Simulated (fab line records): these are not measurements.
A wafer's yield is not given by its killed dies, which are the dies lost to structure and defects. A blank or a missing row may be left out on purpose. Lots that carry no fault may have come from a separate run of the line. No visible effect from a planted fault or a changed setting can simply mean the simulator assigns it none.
Which tool did it? | flow gf180mcu | 24 lots with 72 wafers sampled at 6 steps, on a route of 602 steps

WHAT THE GAUGES SHOWED, per wafer
GF_PSD_TW_MEAS_11. Usual: for PSD_TW the level is 3218 and the standard deviation is 48.
lot  | measured     | on            | PSD_TW         | flag
L074 | day 14 08:19 | film metro-02 | 3180 3183 3181 |
L075 | day 14 14:20 | film metro-03 | 3228 3240 3259 |
L076 | day 15 00:29 | film metro-04 | 3158 3193 3184 |
L077 | day 15 11:56 | film metro-02 | 3170 3177 3161 |
L078 | day 15 16:41 | film metro-02 | 3168 3160 3177 |
L079 | day 16 04:45 | film metro-04 | 3192 3190 3186 |
L080 | day 16 14:45 | film metro-03 | 3271 3300 3270 |
L081 | day 16 21:44 | film metro-03 | 3275 3276 3289 |
L082 | day 17 03:35 | film metro-04 | 3203 3191 3194 |
L083 | day 17 13:32 | film metro-04 | 3199 3184 3187 |
L084 | day 17 23:41 | film metro-04 | 3199 3206 3202 |
L085 | day 18 04:08 | film metro-02 | 3184 3182 3199 |
L086 | day 18 06:37 | film metro-04 | 3186 3175 3186 |
L087 | day 18 21:59 | film metro-04 | 3190 3181 3169 |
L088 | day 19 05:11 | film metro-04 | 3175 3184 3185 |
L089 | day 19 15:30 | film metro-03 | 3294 3270 3268 |
L090 | day 19 20:29 | film metro-04 | 3203 3187 3187 |
L091 | day 20 04:59 | film metro-04 | 3177 3177 3171 |
L092 | day 20 15:30 | film metro-03 | 3269 3271 3284 |
L093 | day 20 23:50 | film metro-03 | 3275 3274 3264 |
L094 | day 21 04:53 | film metro-02 | 3160 3188 3180 |
L095 | day 21 12:50 | film metro-03 | 3288 3287 3287 |
L096 | day 22 02:47 | film metro-03 | 3266 3269 3265 |
L097 | day 22 03:24 | film metro-03 | 3279 3301 3290 |

GF_V4_CD_MEAS_14 targets a cd of 260 nm. Usual: 260.0 nm for cd nm, sd 1.2.
lot  | measured     | on        | cd nm (nm)        | flag
L074 | day 24 13:05 | cd sem-02 | 260.0 260.1 259.5 |
L075 | day 24 18:49 | cd sem-01 | 261.5 260.4 260.9 |
L076 | day 25 06:43 | cd sem-01 | 257.8 258.6 259.2 |
L077 | day 25 15:53 | cd sem-02 | 260.2 258.4 259.3 |
L078 | day 25 20:37 | cd sem-02 | 260.7 261.8 261.0 |
L079 | day 26 10:53 | cd sem-01 | 259.4 258.1 260.1 |
L080 | day 26 18:20 | cd sem-02 | 258.8 258.8 258.3 |
L081 | day 27 00:04 | cd sem-01 | 261.3 261.4 261.4 |
L082 | day 27 05:26 | cd sem-01 | 259.4 259.4 261.1 |
L083 | day 27 14:01 | cd sem-01 | 259.9 257.9 258.7 |
L084 | day 27 23:14 | cd sem-01 | 257.2 257.4 257.7 |
L085 | day 28 05:19 | cd sem-02 | 259.8 260.5 259.4 |
L086 | day 28 04:44 | cd sem-02 | 259.3 259.9 259.4 |
L087 | day 28 19:43 | cd sem-02 | 259.6 259.9 259.8 |
L088 | day 28 22:37 | cd sem-02 | 262.1 261.5 261.6 |
L089 | day 29 06:50 | cd sem-01 | 260.7 261.2 261.3 |
L090 | day 29 12:38 | cd sem-02 | 259.8 259.3 260.3 |
L091 | day 29 18:41 | cd sem-01 | 260.3 261.0 259.6 |
L092 | day 30 02:32 | cd sem-01 | 259.4 260.8 260.1 |
L093 | day 30 08:34 | cd sem-02 | 261.2 261.1 261.8 |
L094 | day 30 13:01 | cd sem-01 | 261.3 261.1 260.1 |
L095 | day 30 19:25 | cd sem-02 | 261.3 261.2 262.2 |
L096 | day 31 05:13 | cd sem-02 | 259.6 259.9 260.6 |
L097 | day 31 06:35 | cd sem-01 | 258.7 258.6 257.1 |

GF_V5_RS_MEAS_24: a four-point-probe measurement. Usual: for V5_W_RS the level is 0.326 ohm/sq and the standard deviation is 0.0034.
lot  | measured     | on            | V5_W_RS (ohm/sq)  | flag
L074 | day 27 08:46 | film metro-02 | 0.324 0.327 0.327 |
L075 | day 27 14:26 | film metro-03 | 0.326 0.325 0.326 |
L076 | day 28 01:31 | film metro-01 | 0.329 0.322 0.324 |
L077 | day 28 10:13 | film metro-03 | 0.329 0.332 0.331 |
L078 | day 28 14:14 | film metro-01 | 0.327 0.326 0.327 |
L079 | day 29 03:47 | film metro-02 | 0.331 0.330 0.329 |
L080 | day 29 09:20 | film metro-01 | 0.327 0.332 0.325 |
L081 | day 29 15:14 | film metro-03 | 0.322 0.327 0.320 |
L082 | day 29 20:06 | film metro-02 | 0.328 0.326 0.325 |
L083 | day 30 03:50 | film metro-02 | 0.327 0.330 0.333 |
L084 | day 30 12:20 | film metro-01 | 0.319 0.325 0.322 |
L085 | day 30 18:44 | film metro-02 | 0.320 0.330 0.327 |
L086 | day 30 17:34 | film metro-01 | 0.326 0.327 0.326 |
L087 | day 31 07:04 | film metro-01 | 0.321 0.321 0.320 |
L088 | day 31 10:42 | film metro-03 | 0.324 0.323 0.326 |
L089 | day 31 17:55 | film metro-03 | 0.330 0.328 0.328 |
L090 | day 31 23:34 | film metro-01 | 0.321 0.325 0.322 |
L091 | day 32 04:11 | film metro-01 | 0.328 0.324 0.325 |
L092 | day 32 12:01 | film metro-03 | 0.323 0.323 0.322 |
L093 | day 32 17:08 | film metro-02 | 0.330 0.325 0.327 |
L094 | day 32 21:04 | film metro-01 | 0.333 0.332 0.334 |
L095 | day 33 03:10 | film metro-02 | 0.331 0.331 0.328 |
L096 | day 33 11:40 | film metro-03 | 0.328 0.325 0.327 |
L097 | day 33 12:26 | film metro-03 | 0.330 0.324 0.329 |

EACH LOT AND THE TOOL THAT RAN IT (in order: tool; ch and the chambers of the sampled wafers; start)
lot  | GF_M1_SPUTTER_01             | GF_V4_CMP_26                  | GF_V5_CVD_23
L074 | pvd sputter-01, day 16 07:07 | cmp-01 ch 0,1,3, day 24 14:19 | cvd w-02 ch 0,1, day 27 08:40
L075 | pvd sputter-01, day 16 13:12 | cmp-02 ch 2,3, day 24 20:09   | cvd w-02 ch 0,1, day 27 14:19
L076 | pvd sputter-01, day 17 00:10 | cmp-02 ch 0,2,3, day 25 08:21 | cvd w-02 ch 0,1, day 28 01:23
L077 | pvd sputter-02, day 17 12:29 | cmp-02 ch 1,2,3, day 25 17:05 | cvd w-01 ch 0,1, day 28 10:04
L078 | pvd sputter-02, day 17 17:10 | cmp-02 ch 0,3, day 25 21:50   | cvd w-02 ch 0,1, day 28 14:07
L079 | pvd sputter-02, day 18 06:57 | cmp-01 ch 0,3, day 26 12:14   | cvd w-01 ch 0,1, day 29 03:40
L080 | pvd sputter-03, day 18 16:59 | cmp-02 ch 0,2,3, day 26 19:35 | cvd w-02 ch 0,1, day 29 09:13
L081 | pvd sputter-03, day 18 23:41 | cmp-01 ch 0,2,3, day 27 01:21 | cvd w-02 ch 0,1, day 29 15:04
L082 | pvd sputter-03, day 19 05:07 | cmp-01 ch 0,1,3, day 27 06:44 | cvd w-01 ch 0,1, day 29 19:58
L083 | pvd sputter-02, day 19 16:48 | cmp-02 ch 0,1,3, day 27 15:23 | cvd w-01 ch 0, day 30 03:37
L084 | pvd sputter-01, day 20 02:41 | cmp-01 ch 1,2,3, day 28 00:38 | cvd w-02 ch 0,1, day 30 12:13
L085 | pvd sputter-02, day 20 08:32 | cmp-01 ch 0,1,2, day 28 06:38 | cvd w-02 ch 0,1, day 30 18:37
L086 | pvd sputter-02, day 20 10:23 | cmp-02 ch 0,1,3, day 28 06:02 | cvd w-02 ch 0,1, day 30 17:26
L087 | pvd sputter-03, day 21 02:05 | cmp-02 ch 0,1,3, day 28 21:00 | cvd w-02 ch 0,1, day 31 06:56
L088 | pvd sputter-02, day 21 08:37 | cmp-02 ch 0,1,2, day 28 23:59 | cvd w-02 ch 0,1, day 31 10:35
L089 | pvd sputter-01, day 21 19:05 | cmp-01 ch 1,2,3, day 29 08:03 | cvd w-01 ch 0,1, day 31 17:48
L090 | pvd sputter-01, day 21 23:41 | cmp-02 ch 0,1,3, day 29 14:05 | cvd w-02 ch 0,1, day 31 23:28
L091 | pvd sputter-03, day 22 08:10 | cmp-02 ch 1,2, day 29 19:55   | cvd w-02 ch 0,1, day 32 04:04
L092 | pvd sputter-02, day 22 18:02 | cmp-01 ch 0,1, day 30 03:44   | cvd w-02 ch 0,1, day 32 11:54
L093 | pvd sputter-03, day 23 02:25 | cmp-01 ch 0,1,3, day 30 09:57 | cvd w-02 ch 0,1, day 32 17:00
L094 | pvd sputter-03, day 23 07:05 | cmp-02 ch 2,3, day 30 14:21   | cvd w-01 ch 0,1, day 32 20:56
L095 | pvd sputter-02, day 23 14:53 | cmp-01 ch 1,3, day 30 20:38   | cvd w-01 ch 0,1, day 33 03:04
L096 | pvd sputter-01, day 24 04:14 | cmp-01 ch 0,1,2, day 31 06:32 | cvd w-02 ch 0,1, day 33 11:34
L097 | pvd sputter-03, day 24 04:35 | cmp-02 ch 0,1, day 31 07:49   | cvd w-02 ch 0,1, day 33 12:19
- GF_M1_SPUTTER_01: material TiN, target thk 30 nm, time 25 s.
- GF_V4_CMP_26: polishes, stops on SiO2, t overpolish 15 s, target thk 0 nm.
- GF_V5_CVD_23: deposits W, target thk 350 nm, time 104.9 s.

AS READ BY THE TOOLS THEMSELVES (means over the sampled wafers that have a number; for cases with no such wafer, the mark the record gives instead)
GF_M1_SPUTTER_01. Usual: chamber pressure pa 0.4000 Pa, standard deviation 0.00088; throttle valve pct 29.5 %, standard deviation 0.76.
lot  | tool           | chamber pressure pa (Pa) | throttle valve pct (%) | flag
L074 | pvd sputter-01 | 0.3997                   | 30.4                   |
L075 | pvd sputter-01 | 0.3997                   | 29.6                   |
L076 | pvd sputter-01 | 0.4001                   | 30.0                   |
L077 | pvd sputter-02 | 0.4010                   | 29.1                   |
L078 | pvd sputter-02 | 0.3999                   | 30.0                   |
L079 | pvd sputter-02 | 0.4006                   | 29.2                   |
L080 | pvd sputter-03 | 0.3990                   | 29.1                   |
L081 | pvd sputter-03 | 0.4001                   | 29.2                   |
L082 | pvd sputter-03 | 0.4004                   | 29.3                   |
L083 | pvd sputter-02 | 0.4003                   | 29.9                   |
L084 | pvd sputter-01 | 0.4004                   | 30.3                   |
L085 | pvd sputter-02 | 0.3998                   | 29.2                   |
L086 | pvd sputter-02 | 0.3998                   | 29.0                   |
L087 | pvd sputter-03 | 0.4006                   | 29.1                   |
L088 | pvd sputter-02 | 0.4007                   | 30.0                   |
L089 | pvd sputter-01 | 0.4000                   | 29.8                   |
L090 | pvd sputter-01 | 0.4004                   | 29.8                   |
L091 | pvd sputter-03 | 0.3993                   | 29.3                   |
L092 | pvd sputter-02 | 0.4002                   | 29.1                   |
L093 | pvd sputter-03 | 0.4001                   | 29.0                   |
L094 | pvd sputter-03 | 0.4006                   | 29.4                   |
L095 | pvd sputter-02 | 0.4002                   | 29.8                   |
L096 | pvd sputter-01 | 0.4000                   | 29.5                   |
L097 | pvd sputter-03 | 0.3990                   | 29.3                   |

GF_V4_CMP_26. Usual: head pressure psi 3.499 psi, standard deviation 0.008; motor current A 10.8 A, standard deviation 1.2; overpolish run s 15.000 s, standard deviation 0.0089; slurry flow ml min 150.0, standard deviation 0.49; time to endpoint s 84 s, standard deviation 3.5.
lot  | tool   | head pressure psi (psi) | motor current A (A) | overpolish run s (s) | slurry flow ml min | time to endpoint s (s) | flag
L074 | cmp-01 | 3.508                   | 9.9                 | 15.008               | 150.2              | 83                     |
L075 | cmp-02 | 3.506                   | 10.4                | 15.001               | 150.4              | 87                     |
L076 | cmp-02 | 3.502                   | 10.7                | 15.012               | 149.8              | 82                     |
L077 | cmp-02 | 3.496                   | 11.3                | 15.003               | 150.1              | 79                     |
L078 | cmp-02 | 3.495                   | 10.5                | 14.998               | 150.0              | 85                     |
L079 | cmp-01 | 3.496                   | 9.1                 | 14.998               | 150.0              | 79                     |
L080 | cmp-02 | 3.501                   | 10.6                | 15.006               | 149.5              | 83                     |
L081 | cmp-01 | 3.500                   | 9.8                 | 15.000               | 149.7              | 86                     |
L082 | cmp-01 | 3.503                   | 9.9                 | 15.001               | 150.5              | 83                     |
L083 | cmp-02 | 3.511                   | 11.2                | 15.003               | 150.0              | 88                     |
L084 | cmp-01 | 3.505                   | 11.2                | 15.000               | 149.8              | 83                     |
L085 | cmp-01 | 3.495                   | 11.1                | 14.995               | 150.2              | 83                     |
L086 | cmp-02 | 3.503                   | 11.0                | 15.003               | 149.4              | 86                     |
L087 | cmp-02 | 3.502                   | 10.9                | 14.999               | 150.2              | 86                     |
L088 | cmp-02 | 3.503                   | 11.2                | 14.994               | 150.0              | 87                     |
L089 | cmp-01 | 3.491                   | 10.9                | 14.995               | 149.9              | 84                     |
L090 | cmp-02 | 3.494                   | 10.9                | 15.000               | 150.3              | 85                     |
L091 | cmp-02 | 3.494                   | 11.8                | 15.008               | 150.0              | 80                     |
L092 | cmp-01 | 3.505                   | 9.9                 | 15.006               | 150.4              | 83                     |
L093 | cmp-01 | 3.499                   | 10.1                | 15.000               | 149.8              | 81                     |
L094 | cmp-02 | 3.503                   | 10.6                | 15.002               | 150.1              | 82                     |
L095 | cmp-01 | 3.499                   | 11.0                | 15.004               | 149.9              | 82                     |
L096 | cmp-01 | 3.496                   | 10.7                | 15.006               | 150.0              | 80                     |
L097 | cmp-02 | 3.497                   | 12.3                | 14.997               | 149.3              | 86                     |

GF_V5_CVD_23. Usual: 875 W for heater power w, sd 65.
lot  | tool     | heater power w (W) | flag
L074 | cvd w-02 | 835                |
L075 | cvd w-02 | 842                |
L076 | cvd w-02 | 875                |
L077 | cvd w-01 | 893                |
L078 | cvd w-02 | 839                |
L079 | cvd w-01 | 920                |
L080 | cvd w-02 | 835                |
L081 | cvd w-02 | 840                |
L082 | cvd w-01 | 890                |
L083 | cvd w-01 | 950                |
L084 | cvd w-02 | 885                |
L085 | cvd w-02 | 845                |
L086 | cvd w-02 | 848                |
L087 | cvd w-02 | 831                |
L088 | cvd w-02 | 831                |
L089 | cvd w-01 | 921                |
L090 | cvd w-02 | 888                |
L091 | cvd w-02 | 893                |
L092 | cvd w-02 | 885                |
L093 | cvd w-02 | 871                |
L094 | cvd w-01 | 919                |
L095 | cvd w-01 | 928                |
L096 | cvd w-02 | 874                |
L097 | cvd w-02 | 831                |

THE ANSWER, worked out from the rows above alone
Rule: lot off if the mean of its wafers having a number is beyond 3 standard deviations from the usual mean. A lot without any number at a reading at which 4 lots or more have one is off too. All remaining lots with rows at the step are treated as sound. First the gauges in route order, then the tools' own readings, where a lot's mean is used as printed above. At the first step where some lot is off, the reading lying furthest off is the one used; lots without a number count as furthest.
Nothing can be told from this: no lot is off at any reading shown.

WHAT HAD BEEN PUT IN BY THE SIMULATOR
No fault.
